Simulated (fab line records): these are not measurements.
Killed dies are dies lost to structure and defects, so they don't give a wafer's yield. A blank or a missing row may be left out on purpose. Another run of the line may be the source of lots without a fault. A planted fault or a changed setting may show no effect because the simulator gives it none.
fab line records	flow sky130
record lots=5	wafers=15	last_day=50
route steps=708 shown FIELD_ISO@23 NWELL@32 DNWELL@35 PAD_OPEN@708
lots with no fault: from the same line, run without faults
start_h: hours from the record's first day to the start of the lot's first wafer shown	wait_h: how many hours have passed since the lot's step before this one	" the same as in the row above	L1.1+2: a single row standing in for several wafers	- either no value or no given start	* or withheld: withheld	< > ~ a bound
route shown NAME@n: names a module that has steps shown in the file, with the first one's number in the route	usual: average and standard deviation across the fault-free wafers	same: alike in all rows	chamber/n: place in a boat	sites: per-site readings	_std_site: standard deviation of those values	_edge_site: the outer-site mean with the inner-site mean subtracted	radius_mm: how far each site lies from the wafer's centre	mask NAME#n: copy n	behind: the last tool/chamber to shape the wafer	hold: cause of the lot's hold/its duration in hours/its outcome	device: transistor that didn't switch, given as n, p or np	end of line: tests run on the same wafers once the route is complete	step lacking rows: just its recipe	killed: not the wafer's yield, but the dies lost to structure and defects at the first sort	map: a wafer's dies, marking killed ones x, the rest . and places with no die _
set.NAME: the setting that was run; set.NAME@STEP: the one run at that earlier step	model.NAME: the simulator's own value behind a step, which no gauge read
lots at selected steps of the route; one table per step, one row per wafer
services: from which hour (start_h, from the record's first day; less than 0 if before it) a tool's chamber was out of use, for how many hours, and why
## steps
# step SKY_FIELD_ISO_OXIDATION_22
# recipe temp_c=950	ambient=O2	stabilise_s=600	purge_s=300	target_thk_a=100	ox_time_s=623
# step SKY_FIELD_ISO_THK_MEAS_23
# recipe reads=SiO2_of_FIELD_ISO_OXIDATION_22
# usual FIELD_ISO_OXIDATION_01_THK=9.93/0.19
lot.wafer	tool	chamber	start_h	wait_h	FIELD_ISO_OXIDATION_01_THK[nm]
L732.4	film_metro-03	-	47.88	0.0	9.97
L732.5	"	-	"	"	10.18
L732.6	"	-	"	"	10.15
L733.2	film_metro-02	-	57.60	0.0	10.19
L733.3	"	-	"	"	10.27
L733.6	"	-	"	"	9.89
L737.3	film_metro-02	-	74.36	0.0	10.00
L737.4	"	-	"	"	9.70
L737.5	"	-	"	"	9.96
L747.3	film_metro-04	-	127.58	0.0	10.02
L747.4	"	-	"	"	9.97
L747.5	"	-	"	"	9.93
L750.3	film_metro-03	-	141.89	0.0	9.98
L750.5	"	-	"	"	10.12
L750.6	"	-	"	"	10.16
# step SKY_FIELD_ISO_CVD_24
# recipe material=SiO2	target_thk_nm=595	temp_c=650	sigma_open_frac=0.3	time_s=99.2	sih4_flow_sccm=60	pressure_mtorr=6
# step SKY_FIELD_ISO_THK_MEAS_25
# recipe reads=SiO2_of_FIELD_ISO_CVD_24
# usual FIELD_ISO_CVD_24_THK=594/5.5
lot.wafer	tool	chamber	start_h	wait_h	FIELD_ISO_CVD_24_THK[nm]
L732.4	film_metro-03	-	48.01	0.0	603
L732.5	"	-	"	"	594
L732.6	"	-	"	"	597
L733.2	film_metro-04	-	57.73	0.0	604
L733.3	"	-	"	"	600
L733.6	"	-	"	"	593
L737.3	film_metro-04	-	74.49	0.1	595
L737.4	"	-	"	"	590
L737.5	"	-	"	"	594
L747.3	film_metro-04	-	127.71	0.1	593
L747.4	"	-	"	"	603
L747.5	"	-	"	"	599
L750.3	film_metro-03	-	142.02	0.1	589
L750.5	"	-	"	"	586
L750.6	"	-	"	"	586
# step SKY_FIELD_ISO_ANNEAL_26
# recipe temp_c=1000	time_s=1800	ambient=N2
# step SKY_FIELD_ISO_CMP_27
# recipe stop_on=Si3N4	t_overpolish_s=16	down_force_psi=4	platen_rpm=60	target_thk_nm=457.8	pad_velocity_m_s=0.94248
# usual motor_current_A=11.3/0.72	overpolish_run_s=16.002/0.0085	platen_rpm=60.00/0.038	time_to_endpoint_s=115/5
lot.wafer	tool	chamber	start_h	wait_h	motor_current_A	overpolish_run_s	platen_rpm	time_to_endpoint_s
L732.4	cmp-01	0	49.59	0.1	12.2	16.013	59.98	119
L732.5	"	3	"	"	13.2	15.992	59.98	123
L732.6	"	0	"	"	11.9	15.998	59.98	121
L733.2	cmp-02	0	59.33	0.1	10.5	15.998	59.97	115
L733.3	"	1	"	"	11.9	16.013	60.02	116
L733.6	"	0	"	"	10.8	16.006	59.96	112
L737.4	cmp-01	3	76.93	0.0	12.8	15.981	59.97	118
L737.3	"	1	"	"	11.9	15.995	59.97	121
L737.5	"	3	"	"	11.9	15.993	60.00	119
L747.3	cmp-02	3	129.30	0.1	10.9	15.988	59.97	107
L747.4	"	0	"	"	10.2	16.004	60.00	113
L747.5	"	3	"	"	11.2	16.005	59.98	110
L750.3	cmp-01	0	145.20	0.1	11.6	15.992	59.99	118
L750.6	"	3	"	"	12.5	16.003	59.98	123
L750.5	"	0	"	"	11.7	16.006	60.05	118
# step SKY_FIELD_ISO_WET_ETCH_28
# recipe chemistry=dHF	target_depth_nm=23.7	target=SiO2	dilution=10:1	temp_c=25	time_s=47
# step SKY_FIELD_ISO_WET_ETCH_29
# recipe chemistry=H3PO4	target_depth_nm=160	target=Si3N4	temp_c=160	time_s=1825
# step SKY_FIELD_ISO_WET_ETCH_30
# recipe chemistry=dHF	target_depth_nm=25	target=SiO2	dilution=10:1	temp_c=25	time_s=50
# step SKY_NWELL_CLEAN_00
# recipe chemistry=SC1/SC2	mix=1:4:20	temp_c=70	time_s=150	dry=n2_spin
# step SKY_NWELL_OXIDATION_01
# recipe temp_c=900	ambient=O2	stabilise_s=600	purge_s=300	target_thk_a=100	ox_time_s=1418
# step SKY_NWELL_THK_MEAS_02
# recipe reads=SiO2_of_NWELL_OXIDATION_01
# usual NWELL_OXIDATION_THK=9.93/0.2
lot.wafer	tool	chamber	start_h	wait_h	NWELL_OXIDATION_THK[nm]
L732.4	film_metro-03	-	52.81	0.0	10.07
L732.5	"	-	"	"	10.02
L732.6	"	-	"	"	9.93
L733.2	film_metro-01	-	62.32	0.0	9.48
L733.3	"	-	"	"	9.41
L733.6	"	-	"	"	9.60
L737.3	film_metro-01	-	79.30	0.0	9.89
L737.4	"	-	"	"	9.73
L737.5	"	-	"	"	9.95
L747.3	film_metro-04	-	132.38	0.0	9.87
L747.4	"	-	"	"	9.59
L747.5	"	-	"	"	9.63
L750.3	film_metro-04	-	149.04	0.0	10.14
L750.5	"	-	"	"	10.02
L750.6	"	-	"	"	10.00
# step SKY_DNWELL_DEHYDRATE_00
# recipe temp_c=200	time_s=60
# usual heater_power_total_W=160.38/0.12	run_length_s=89.34/0.2
lot.wafer	tool	chamber	start_h	wait_h	heater_power_total_W	run_length_s
L732.4	litho_track-04	0	60.76	7.9	160.49	89.31
L732.5	"	0	"	"	160.45	89.38
L732.6	"	0	"	"	160.27	89.54
L733.2	litho_track-03	0	71.21	8.9	160.28	89.43
L733.3	"	0	"	"	160.59	89.41
L733.6	"	0	"	"	160.33	89.46
L737.3	litho_track-03	0	87.54	8.2	160.41	89.51
L737.4	"	0	"	"	160.34	89.28
L737.5	"	0	"	"	160.26	89.35
L747.3	litho_track-01	0	142.51	10.1	160.37	89.16
L747.4	"	0	"	"	160.30	89.17
L747.5	"	0	"	"	160.30	89.25
L750.3	litho_track-04	0	158.84	9.8	160.36	89.33
L750.5	"	0	"	"	169.74	80.22
L750.6	"	0	"	"	169.74	79.86
# step SKY_DNWELL_HMDS_01
# recipe prime_time_s=60	prime_temp_c=120
# step SKY_PAD_OPEN_PROBE_99
# usual killed_at_M0_to_M3=43/6.4	killed_at_M4_up=3.2/1.8	killed_at_contacts=25/5.5	killed_at_front_end=16/5.2	killed_at_other=0.3/0.49	killed_dies=88/10	killed_open=48/7	killed_short=40/7.1
# same gross_dies=492	killed_at_back_side=0
lot.wafer	tool	chamber	start_h	wait_h	killed_at_M0_to_M3	killed_at_M4_up	killed_at_contacts	killed_at_front_end	killed_at_other	killed_dies	killed_open	killed_short
L732.4	prober-01	-	1112.54	0.2	44	5	26	18	0	93	49	44
L732.5	prober-01	-	1112.59	0.2	40	4	20	17	1	82	42	40
L732.6	prober-01	-	1112.64	0.2	50	3	32	13	0	98	51	47
L733.2	prober-01	-	1119.45	0.1	50	3	21	14	1	89	52	37
L733.3	prober-01	-	1119.50	0.2	39	3	20	20	0	82	51	31
L733.6	prober-01	-	1119.65	0.2	53	4	30	15	1	103	54	49
L737.3	prober-01	-	1140.27	0.2	41	4	15	12	0	72	40	32
L737.4	prober-01	-	1140.32	0.2	52	4	26	16	0	98	58	40
L737.5	prober-01	-	1140.37	0.2	52	5	28	13	0	98	64	34
L747.3	prober-02	-	1195.72	0.2	51	1	20	12	0	84	45	39
L747.4	prober-02	-	1195.77	0.2	46	4	24	12	0	86	45	41
L747.5	prober-02	-	1195.82	0.2	47	5	25	16	1	94	49	45
L750.3	prober-02	-	1210.35	0.2	33	0	41	22	1	97	54	43
L750.5	prober-02	-	1210.45	0.2	32	6	27	6	1	72	41	31
L750.6	prober-02	-	1210.50	0.2	41	2	25	16	0	84	49	35
# killed by level:class
L732.4 VIA3:geometric_particle:open=10 METAL1:geometric_particle:short=8 CONTACT:geometric_particle:open=7 LOCAL_INTERCONNECT:geometric_particle:short=6 CONTACT:geometric_particle:short=6 VIA1:geometric_particle:open=6 VIA2:geometric_particle:open=6 FIELD_ISO:geometric_particle:open=4
L732.5 CONTACT:geometric_particle:open=8 METAL1:geometric_particle:short=7 VIA3:geometric_particle:open=7 LOCAL_INTERCONNECT:geometric_particle:short=5 VIA2:geometric_particle:short=5 VIA2:geometric_particle:open=5 FIELD_ISO:geometric_particle:open=4 SPACER:geometric_particle:open=4
L732.6 METAL1:geometric_particle:short=10 VIA1:geometric_particle:open=10 CONTACT:geometric_particle:open=9 LI_CONTACT:geometric_particle:open=8 VIA3:geometric_particle:open=8 LOCAL_INTERCONNECT:geometric_particle:short=7 CONTACT:geometric_particle:short=6 METAL2:geometric_particle:short=6
L733.2 VIA1:geometric_particle:open=11 VIA2:geometric_particle:open=9 CONTACT:geometric_particle:open=8 VIA3:geometric_particle:open=6 LI_CONTACT:geometric_particle:open=5 VIA1:geometric_particle:short=5 METAL2:geometric_particle:short=5 FIELD_ISO:geometric_particle:open=4
L733.3 VIA1:geometric_particle:open=11 LI_CONTACT:geometric_particle:open=8 CONTACT:geometric_particle:open=8 FIELD_ISO:geometric_particle:open=6 VIA1:geometric_particle:short=5 METAL2:geometric_particle:short=5 VIA2:geometric_particle:open=5 FIELD_ISO:geometric_particle:short=3
L733.6 VIA1:geometric_particle:open=15 CONTACT:geometric_particle:open=13 METAL2:geometric_particle:short=11 METAL1:geometric_particle:short=10 LI_CONTACT:geometric_particle:open=5 CONTACT:geometric_particle:short=5 LOCAL_INTERCONNECT:geometric_particle:short=4 VIA2:geometric_particle:open=4
L737.3 CONTACT:geometric_particle:open=8 VIA1:geometric_particle:open=8 VIA3:geometric_particle:open=7 VIA1:geometric_particle:short=7 METAL2:geometric_particle:short=6 METAL1:geometric_particle:short=5 LI_CONTACT:geometric_particle:open=4 FIELD_ISO:geometric_particle:short=3
L737.4 VIA1:geometric_particle:open=15 LI_CONTACT:geometric_particle:open=11 METAL2:geometric_particle:short=9 VIA3:geometric_particle:open=7 POLY_GATE:geometric_particle:open=6 CONTACT:geometric_particle:open=6 VIA1:geometric_particle:short=5 VIA3:geometric_particle:short=4
L737.5 CONTACT:geometric_particle:open=13 VIA1:geometric_particle:open=11 VIA2:geometric_particle:open=9 LI_CONTACT:geometric_particle:open=8 METAL1:geometric_particle:short=7 METAL2:geometric_particle:short=6 POLY_GATE:geometric_particle:open=5 VIA3:geometric_particle:open=5
L747.3 VIA1:geometric_particle:open=13 VIA2:geometric_particle:open=10 VIA3:geometric_particle:open=8 CONTACT:geometric_particle:open=6 LOCAL_INTERCONNECT:geometric_particle:short=5 VIA1:geometric_particle:short=5 LI_CONTACT:geometric_particle:short=4 METAL2:geometric_particle:short=4
L747.4 CONTACT:geometric_particle:open=9 VIA1:geometric_particle:short=8 VIA3:geometric_particle:open=8 FIELD_ISO:geometric_particle:short=5 LI_CONTACT:geometric_particle:short=5 METAL1:geometric_particle:short=5 VIA1:geometric_particle:open=5 VIA2:geometric_particle:open=5
L747.5 VIA1:geometric_particle:open=13 CONTACT:geometric_particle:open=10 METAL2:geometric_particle:short=8 VIA2:geometric_particle:short=8 METAL1:geometric_particle:short=7 LI_CONTACT:geometric_particle:open=6 CONTACT:geometric_particle:short=5 VIA2:geometric_particle:open=5
L750.3 CONTACT:geometric_particle:open=14 FIELD_ISO:geometric_particle:open=10 LI_CONTACT:geometric_particle:open=10 CONTACT:geometric_particle:short=8 VIA1:geometric_particle:open=7 VIA3:geometric_particle:open=7 FIELD_ISO:geometric_particle:short=5 LOCAL_INTERCONNECT:geometric_particle:short=5
L750.5 CONTACT:geometric_particle:open=10 LI_CONTACT:geometric_particle:open=10 VIA3:geometric_particle:open=8 METAL2:geometric_particle:short=7 METAL4:geometric_particle:short=6 VIA1:geometric_particle:open=4 VIA2:geometric_particle:open=4 METAL3:geometric_particle:short=4
L750.6 CONTACT:geometric_particle:open=13 VIA1:geometric_particle:open=7 VIA3:geometric_particle:open=7 METAL2:geometric_particle:short=6 FIELD_ISO:geometric_particle:short=5 VIA2:geometric_particle:open=5 VIA1:geometric_particle:short=5 FIELD_ISO:geometric_particle:open=4
## services
tool	chamber	start_h	hours	kind
cmp-01	-	50.46	0.8	repair
cmp-02	-	64.21	4.0	pm
cmp-02	-	68.21	-	consumable_replace:conditioner
cmp-02	-	68.21	-	consumable_replace:pad
cmp-01	-	86.40	0.2	repair
cmp-02	-	97.37	4.9	repair
cmp-01	-	102.25	5.8	pm
cmp-02	-	110.79	1.1	repair
cmp-02	-	140.42	1.8	repair
cmp-01	-	148.73	1.5	repair
## key
first_sign step=SKY_DNWELL_DEHYDRATE_00	reading=heater_power_total_W	direction=up	sigmas=81	usual=*	struck=*
effect step=SKY_DNWELL_DEHYDRATE_00	reading=run_length_s	direction=down	sigmas=46	usual=*	struck=*
met_at SKY_DNWELL_DEHYDRATE_00
struck_wafers L750.5,L750.6
tester_left_out L750
onset_between 60.76 158.84
fault kind=process_parameter_drift	tool=litho_track-04	chamber=-	onset_h=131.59	steps=SKY_DNWELL_DEHYDRATE_00	channel=time_s	offset=*	shape=step	end_h=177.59	scope=struck_wafers_only	acts_in=*	stated=*
# tester_left_out: of these lots the tester's yield and bins aren't shown, on N5 and GAA mostly nor the transistor test; their killed dies are dies lost to structure and defects alone, not to doping, threshold or leakage, so they don't give the yield
